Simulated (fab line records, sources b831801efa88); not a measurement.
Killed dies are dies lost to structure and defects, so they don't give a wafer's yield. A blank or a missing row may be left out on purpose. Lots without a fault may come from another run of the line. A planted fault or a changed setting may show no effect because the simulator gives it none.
fab line records | flow sky130
record lots=12 wafers=36 last_day=50
route steps=708 shown LDD_LDN@301 METAL3@566 PASSIVATION@682 PAD_OPEN@708
lots that met no fault: from a run of the same line without faults
start_h: hours from the record's first day to the start of the lot's first wafer shown | wait_h: hours since the lot's step before | " the same as in the row above | L1.1+2: a row that stands for several wafers | - no value, or no start given | * or withheld: withheld | < > ~ a bound
route shown NAME@n: a module of which the file shows steps, and the number in the route of the first | usual: mean/standard deviation of fault-free wafers | same: alike in all rows | chamber/n: place in a boat | sites: the reading at each site | _std_site: their standard deviation | _edge_site: outer sites' mean less inner sites' | radius_mm: how far each site lies from the wafer's centre | mask NAME#n: copy n | behind: the tool/chamber that last shaped the wafer | hold: why the lot was held/for how many hours/how that ended | device: the transistor (n, p or np) that didn't switch | end of line: the same wafers' tests at the end of the route | a step without rows: its recipe alone | killed: dies lost to structure and defects at the first sort, not the wafer's yield | map: a wafer's dies, x killed, . not, _ none there
set.NAME: the setting as run; set.NAME@STEP: as run at that earlier step | model.NAME: the simulator's own value behind a step, which no gauge read
steps of the route over a sample of lots; a table a step, a row a wafer
services: from which hour (start_h, from the record's first day; less than 0 if before it) a tool's chamber was out of use, for how many hours, and why
## steps
# step SKY_LDD_LDN_STRIP_12
# recipe chemistry=O2/N2 power_w=1400 pressure_mtorr=1500 platen_temp_c=withheld o2_flow_sccm=3000 n2_flow_sccm=300 overash_fraction=0.5
# usual drypump_motor_current_A=6.0/0.46 o2_flow_sccm=2999/8.8 oes_product_au=0.715/0.0043 strip_time_to_endpoint_s=14.18/0.038
# columns lot.wafer tool chamber start_h wait_h drypump_motor_current_A o2_flow_sccm oes_product_au rf_hours_counter_h strip_time_to_endpoint_s
L126.3 plasma_asher-04 1 526.90 0.1 6.0 3010 0.717 - 14.18
L126.4 " 0 " " 5.6 2998 0.720 - 14.15
L126.6 " 0 " " 5.6 3009 0.711 - 14.20
L127.1 plasma_asher-04 1 540.49 0.1 6.0 2991 0.712 44 14.19
L127.5 " 1 " " 6.0 2988 0.724 - 14.13
L127.6 " 0 " " 5.6 2997 0.705 - 14.20
L128.2 plasma_asher-02 1 550.52 0.1 6.4 2987 0.716 86 14.23
L128.3 " 0 " " 6.6 3002 0.717 - 14.28
L128.4 " 1 " " 6.4 2985 0.718 - 14.20
L129.2 plasma_asher-02 0 553.05 0.1 6.6 3003 0.711 87 14.18
L129.3 " 1 " " 6.4 2992 0.718 - 14.18
L129.5 " 1 " " 6.4 2989 0.723 - 14.17
L130.2 plasma_asher-02 1 578.36 0.1 6.4 3005 0.718 90 14.21
L130.3 " 1 " " 6.4 3002 0.718 - 14.19
L130.5 " 1 " " 6.5 2997 0.714 - 14.25
L135.1 plasma_asher-02 0 623.15 0.1 6.6 2996 0.708 95 14.18
L135.3 " 1 " " 6.4 2995 0.719 - 14.22
L135.5 " 1 " " 6.4 2998 0.712 - 14.18
L138.4 plasma_asher-02 1 638.92 0.1 6.4 3008 0.715 - 14.21
L138.5 " 1 " " 6.4 2992 0.713 - 14.20
L138.6 " 0 " " 6.6 3012 0.723 - 14.21
L141.2 plasma_asher-01 1 664.35 0.1 6.6 2994 0.721 85 14.24
L141.4 " 0 " " 5.4 2995 0.713 - 14.20
L141.5 " 1 " " 6.6 2990 0.716 - 14.23
L144.1 plasma_asher-01 0 692.15 0.1 5.4 3000 0.714 88 14.20
L144.2 " 1 " " 6.6 2994 0.716 88 14.17
L144.5 " 1 " " 6.6 2999 0.712 - 14.20
L145.4 plasma_asher-04 0 698.45 0.1 5.6 2983 0.717 - 14.23
L145.5 " 0 " " 5.6 2985 0.721 - 14.15
L145.6 " 1 " " 6.0 3005 0.712 - 14.14
L146.1 plasma_asher-02 1 701.17 0.1 6.4 2980 0.714 103 14.19
L146.3 " 0 " " 6.6 3012 0.715 - 14.17
L146.5 " 1 " " 6.4 2996 0.711 - 14.19
L147.2 plasma_asher-02 0 705.50 0.1 6.6 3009 0.717 103 14.18
L147.3 " 1 " " 6.4 2999 0.720 - 14.21
L147.6 " 1 " " 6.4 3001 0.712 - 14.19
# step SKY_METAL3_ETCH_16
# recipe chemistry=N2/H2 target=BARC ion_energy_ev=200 bias_w=100 pressure_mtorr=30 n2_flow_sccm=100 h2_flow_sccm=200 icp_w=500 stop_on=SiO2 time_s=88.2 target_depth_a=600
# usual drypump_motor_current_A=6.00/0.15 oes_product_au=0.625/0.0044 throttle_valve_pct=13.206/0.0092
# columns lot.wafer tool chamber start_h wait_h drypump_motor_current_A oes_product_au rf_hours_counter_h throttle_valve_pct
L126.3 rie_metal-02 0 900.59 0.0 5.66 0.621 - 13.198
L126.4 " 1 " " 5.84 0.630 - 13.209
L126.6 " 0 " " 5.62 0.622 - 13.219
L127.1 rie_metal-04 0 912.08 0.0 5.96 0.625 7 13.208
L127.5 " 1 " " 6.22 0.623 - 13.220
L127.6 " 0 " " 5.94 0.625 - 13.201
L128.2 rie_metal-03 0 920.36 0.0 6.07 0.623 16 13.221
L128.3 " 0 " " 6.06 0.624 - 13.211
L128.4 " 1 " " 6.00 0.624 - 13.199
L129.2 rie_metal-03 0 922.24 0.0 6.08 0.628 16 13.202
L129.3 " 1 " " 6.01 0.621 - 13.213
L129.5 " 1 " " 6.00 0.618 - 13.209
L130.2 rie_metal-03 0 944.92 0.0 6.05 0.633 17 13.209
L130.3 " 0 " " 6.07 0.624 - 13.195
L130.5 " 1 " " 5.96 0.627 - 13.211
L135.1 rie_metal-03 0 983.39 0.0 6.04 0.623 18 13.209
L135.3 " 1 " " 6.00 0.624 - 13.215
L135.5 " 0 " " 6.08 0.621 - 13.211
L138.4 rie_metal-02 0 994.43 0.0 5.62 0.621 - 13.211
L138.5 " 1 " " 5.83 0.628 - 13.218
L138.6 " 0 " " 5.66 0.622 - 13.201
L141.2 rie_metal-02 1 1018.86 0.0 5.83 0.627 18 13.191
L141.4 " 0 " " 5.62 0.625 - 13.201
L141.5 " 1 " " 5.83 0.627 - 13.205
L144.1 rie_metal-03 0 1041.24 0.0 6.07 0.631 22 13.208
L144.2 " 1 " " 5.96 0.627 19 13.201
L144.5 " 0 " " 6.03 0.625 - 13.204
L145.4 rie_metal-04 0 1042.19 0.0 5.98 0.628 - 13.198
L145.5 " 0 " " 5.98 0.619 - 13.199
L145.6 " 1 " " 6.23 0.628 - 13.203
L146.1 rie_metal-03 0 1044.42 0.0 6.06 0.630 22 13.206
L146.3 " 1 " " 5.97 0.633 - 13.203
L146.5 " 1 " " 5.95 0.628 - 13.206
L147.2 rie_metal-04 0 1047.61 0.0 5.97 0.622 13 13.202
L147.3 " 0 " " 5.98 0.622 - 13.215
L147.6 " 1 " " 6.23 0.627 - 13.221
# step SKY_METAL3_METAL_ETCH_18
# recipe target_depth_a=8450 stop_on=SiO2 over_etch_frac=0.3 time_s=183.1 chemistry=Cl2/BCl3 resist_sidewall_deg=88 pressure_mtorr=10 icp_w=900 bias_w=48.5 Cl2_flow_sccm=60 bcl3_flow_sccm=30
# usual drypump_motor_current_A=5.89/0.19 oes_product_au=0.867/0.0057 throttle_valve_pct=22.264/0.0086
# same over_etch_frac=0.3
# columns lot.wafer tool chamber start_h wait_h drypump_motor_current_A oes_product_au rf_hours_counter_h throttle_valve_pct
L126.3 rie_metal-04 1 900.73 0.1 6.19 0.860 - 22.264
L126.4 " 0 " " 5.96 0.864 - 22.276
L126.6 " 1 " " 6.18 0.862 - 22.254
L127.1 rie_metal-03 1 912.19 0.0 5.99 0.855 12 22.271
L127.5 " 0 " " 6.03 0.864 - 22.268
L127.6 " 1 " " 5.98 0.857 - 22.279
L128.2 rie_metal-02 1 920.47 0.0 5.86 0.860 13 22.257
L128.3 " 0 " " 5.61 0.867 - 22.270
L128.4 " 1 " " 5.82 0.859 - 22.274
L129.2 rie_metal-02 0 922.36 0.0 5.63 0.866 2 22.270
L129.3 " 1 " " 5.88 0.867 - 22.264
L129.5 " 1 " " 5.84 0.867 - 22.259
L130.2 rie_metal-04 1 945.10 0.1 6.21 0.861 - 22.268
L130.3 " 1 " " 6.20 0.863 - 22.260
L130.5 " 1 " " 6.22 0.864 - 22.256
L135.1 rie_metal-02 1 983.51 0.0 5.83 0.868 17 22.264
L135.3 " 0 " " 5.64 0.874 - 22.259
L135.5 " 0 " " 5.63 0.868 - 22.269
L138.4 rie_metal-03 1 994.57 0.1 6.00 0.867 - 22.261
L138.5 " 1 " " 5.98 0.864 - 22.268
L138.6 " 0 " " 6.05 0.869 - 22.266
L141.2 rie_metal-04 0 1018.98 0.0 5.97 0.879 12 22.276
L141.4 " 1 " " 6.20 0.881 - 22.245
L141.5 " 1 " " 6.20 0.868 - 22.271
L144.1 rie_metal-02 0 1041.36 0.0 5.62 0.861 8 22.275
L144.2 " 1 " " 5.85 0.854 20 22.267
L144.5 " 0 " " 5.64 0.860 - 22.290
L145.4 rie_metal-03 0 1042.34 0.1 6.06 0.863 - 22.254
L145.5 " 0 " " 6.07 0.867 - 22.251
L145.6 " 1 " " 5.97 0.867 - 22.269
L146.1 rie_metal-02 0 1044.54 0.0 5.65 0.868 9 22.241
L146.3 " 0 " " 5.62 0.866 - 22.267
L146.5 " 0 " " 5.64 0.866 - 22.273
L147.2 rie_metal-03 0 1047.73 0.0 6.08 0.872 22 22.273
L147.3 " 1 " " 5.95 0.874 - 22.259
L147.6 " 0 " " 6.09 0.871 - 22.271
# step SKY_PASSIVATION_THK_MEAS_01
# recipe reads=SiO2_of_PASSIVATION_CVD_00
# usual PASSIVATION_CVD_00_THK=89.9/1
# columns lot.wafer tool chamber start_h wait_h PASSIVATION_CVD_00_THK[nm]
L126.3 film_metro-03 - 1026.44 - 89.2
L126.4 " - " " 89.6
L126.6 " - " " 90.0
L127.1 film_metro-02 - 1038.40 - 88.2
L127.5 " - " " 89.2
L127.6 " - " " 89.7
L128.2 film_metro-01 - 1045.70 - 89.3
L128.3 " - " " 88.7
L128.4 " - " " 91.1
L129.2 film_metro-02 - 1047.29 - 88.2
L129.3 " - " " 88.5
L129.5 " - " " 90.0
L130.2 film_metro-02 - 1068.28 - 89.1
L130.3 " - " " 90.2
L130.5 " - " " 90.9
L135.1 film_metro-03 - 1100.93 - 90.1
L135.3 " - " " 88.6
L135.5 " - " " 90.2
L138.4 film_metro-03 - 1111.07 - 92.2
L138.5 " - " " 91.8
L138.6 " - " " 90.8
L141.2 film_metro-01 - 1132.39 - 88.2
L141.4 " - " " 90.4
L141.5 " - " " 90.0
L144.1 film_metro-03 - 1151.22 - 89.0
L144.2 " - " " 90.1
L144.5 " - " " 91.1
L145.4 film_metro-03 - 1151.59 - 91.5
L145.5 " - " " 91.3
L145.6 " - " " 89.9
L146.1 film_metro-02 - 1152.78 - 89.6
L146.3 " - " " 89.6
L146.5 " - " " 91.8
L147.2 film_metro-03 - 1156.31 - 88.8
L147.3 " - " " 89.4
L147.6 " - " " 89.5
# step SKY_PAD_OPEN_PROBE_99
# usual killed_at_M0_to_M3=42/6.9 killed_at_M4_up=3.2/1.7 killed_at_contacts=23/5.5 killed_at_front_end=16/4 killed_at_other=0.4/0.55 killed_dies=85/9.2 killed_open=46/6.8 killed_short=38/6.2
# same gross_dies=492 killed_at_back_side=0
# columns lot.wafer tool chamber start_h wait_h killed_at_M0_to_M3 killed_at_M4_up killed_at_contacts killed_at_front_end killed_at_other killed_dies killed_open killed_short
L135.1 prober-01 - 1142.73 0.1 31 2 19 76 1 129 33 39
L135.3 prober-01 - 1142.83 0.2 33 4 27 51 0 115 47 25
L135.5 prober-01 - 1142.93 0.2 46 1 27 61 0 135 53 43
L138.4 prober-01 - 1152.51 0.2 34 4 18 54 0 110 40 34
L138.5 prober-01 - 1152.56 0.2 26 2 26 55 1 110 34 33
L138.6 prober-01 - 1152.61 0.2 41 5 24 74 0 144 45 34
# killed by level:class
L135.1 LDD_LDN:unspecified=57 VIA1:geometric_particle:open=9 CONTACT:geometric_particle:open=8 METAL1:geometric_particle:short=7 POLY_GATE:geometric_particle:short=5 METAL3:geometric_particle:short=5 FIELD_ISO:geometric_particle:short=4 LI_CONTACT:geometric_particle:short=4
L135.3 LDD_LDN:unspecified=43 CONTACT:geometric_particle:open=11 VIA1:geometric_particle:open=11 VIA3:geometric_particle:open=7 LI_CONTACT:geometric_particle:open=6 POLY_GATE:geometric_particle:open=4 CONTACT:geometric_particle:short=4 VIA2:geometric_particle:open=4
L135.5 LDD_LDN:unspecified=39 VIA1:geometric_particle:open=12 CONTACT:geometric_particle:open=10 FIELD_ISO:geometric_particle:short=7 VIA3:geometric_particle:open=7 POLY_GATE:geometric_particle:open=7 LI_CONTACT:geometric_particle:open=6 VIA1:geometric_particle:short=6
L138.4 LDD_LDN:unspecified=36 VIA3:geometric_particle:open=12 VIA1:geometric_particle:open=7 POLY_GATE:geometric_particle:short=6 POLY_GATE:geometric_particle:open=5 CONTACT:geometric_particle:open=5 CONTACT:geometric_particle:short=4 VIA2:geometric_particle:open=4
L138.5 LDD_LDN:unspecified=42 LI_CONTACT:geometric_particle:open=9 VIA3:geometric_particle:open=7 VIA1:geometric_particle:short=5 CONTACT:geometric_particle:open=5 FIELD_ISO:geometric_particle:short=4 LOCAL_INTERCONNECT:geometric_particle:short=4 CONTACT:geometric_particle:short=4
L138.6 LDD_LDN:unspecified=65 VIA1:geometric_particle:open=9 CONTACT:geometric_particle:open=7 VIA2:geometric_particle:open=6 VIA3:geometric_particle:open=6 CONTACT:geometric_particle:short=5 METAL2:geometric_particle:short=5 VIA3:geometric_particle:short=5
## services
# columns tool chamber start_h hours kind
rie_metal-02 - 514.23 1.4 pm
rie_metal-04 - 525.94 2.0 repair
plasma_asher-04 - 548.11 36.6 repair
rie_metal-03 0 573.62 25.7 repair
rie_metal-03 1 591.76 17.1 repair
rie_metal-02 1 627.31 3.7 repair
plasma_asher-01 - 682.91 0.3 repair
rie_metal-03 1 732.81 1.3 repair
plasma_asher-02 - 733.75 9.0 pm
plasma_asher-02 - 745.38 0.4 repair
rie_metal-02 - 802.87 0.4 repair
plasma_asher-02 - 807.22 0.5 repair
rie_metal-02 0 838.67 1.7 repair
rie_metal-04 - 920.24 0.8 repair
plasma_asher-04 - 935.76 2.8 pm
rie_metal-04 0 938.42 8.2 repair
plasma_asher-04 - 941.83 8.4 repair
rie_metal-03 - 947.86 15.6 pm
rie_metal-03 - 972.78 0.2 repair
rie_metal-04 - 984.47 2.4 repair
rie_metal-03 0 1005.12 3.6 repair
rie_metal-02 - 1005.52 2.8 pm
rie_metal-04 - 1007.18 0.6 repair
plasma_asher-04 - 1017.93 1.2 repair
## key
first_sign step=SKY_PAD_OPEN_PROBE_99 reading=killed_at_front_end direction=up sigmas=12 usual=16 struck=62
effect step=SKY_PAD_OPEN_PROBE_99 reading=killed_dies direction=up sigmas=4.3 usual=85 struck=124
met_at SKY_LDD_LDN_STRIP_12
struck_lots L135,L138
tester_left_out L135,L138
not_acting_at SKY_METAL3_ETCH_16,SKY_METAL3_METAL_ETCH_18,SKY_PASSIVATION_THK_MEAS_01
onset_between 578.36 623.15
fault kind=chamber_particle_source tool=plasma_asher-02 chamber=- onset_h=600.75 steps=SKY_LDD_LDN_STRIP_12 rate_per_visit_cm2=1.1694 end_h=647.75
# tester_left_out: of these lots the tester's yield and bins aren't shown, on N5 and GAA mostly nor the transistor test; their killed dies are dies lost to structure and defects alone, not to doping, threshold or leakage, so they don't give the yield
